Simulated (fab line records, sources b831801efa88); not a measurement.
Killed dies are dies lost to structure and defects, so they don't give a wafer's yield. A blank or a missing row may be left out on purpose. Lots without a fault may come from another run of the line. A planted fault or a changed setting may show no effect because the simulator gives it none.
One fault seen from 2 desks | flow gf180mcu | each desk has only its own numbers; what lay behind them comes last

THE METROLOGY DESK
What the gauges read, lot by lot, whatever tool the lot ran on: means of the sampled wafers that have a number. A lot is out of limits, marked OUT, if its mean lies more than 4 standard deviations from the usual mean; the brackets give that distance.
Columns: A = V2_OVL at GF_V2_OVL_MEAS_15, usual -1 nm
lot  | first seen here | A
L341 | day 22 10:37    | 0
L342 | day 22 23:16    | -3
L343 | day 23 03:19    | 9
L344 | day 23 15:56    | 1
L345 | day 24 03:11    | -1
L347 | day 24 16:13    | -5
L349 | day 25 06:55    | 7
L351 | day 25 19:05    | 2
L357 | day 27 14:53    | -2
L362 | day 28 21:19    | 2
L363 | day 29 04:53    | -1
L364 | day 29 05:50    | 5
This desk's finding: nothing out of limits on any of the 12 lots.

THE TOOL OWNER'S DESK: litho_track-02
The tool's own readings at GF_V2_PEB_12 (peb time 90 s): means of the sampled wafers that have a number, for each lot that ran on this tool. A lot is out of limits, marked OUT, if its mean lies more than 4 standard deviations from the usual mean; the brackets give that distance.
Columns: A = chill_plate_temp_C at GF_V2_PEB_12, usual 23.00 C; B = exhaust_pa at GF_V2_PEB_12, usual 45.1 Pa
lot  | first seen here | A     | B
L341 | day 22 10:09    | 22.98 | 46.4
L345 | day 24 02:44    | 22.98 | 44.9
L347 | day 24 15:45    | 22.96 | 46.0
L362 | day 28 20:53    | 22.95 | 45.3
This desk's finding: nothing out of limits on any of the 4 lots.

PUT TOGETHER
The metrology desk saw nothing out of limits.
The tool owner's desk saw nothing out of limits.

WHAT THE SIMULATOR HAD PUT IN
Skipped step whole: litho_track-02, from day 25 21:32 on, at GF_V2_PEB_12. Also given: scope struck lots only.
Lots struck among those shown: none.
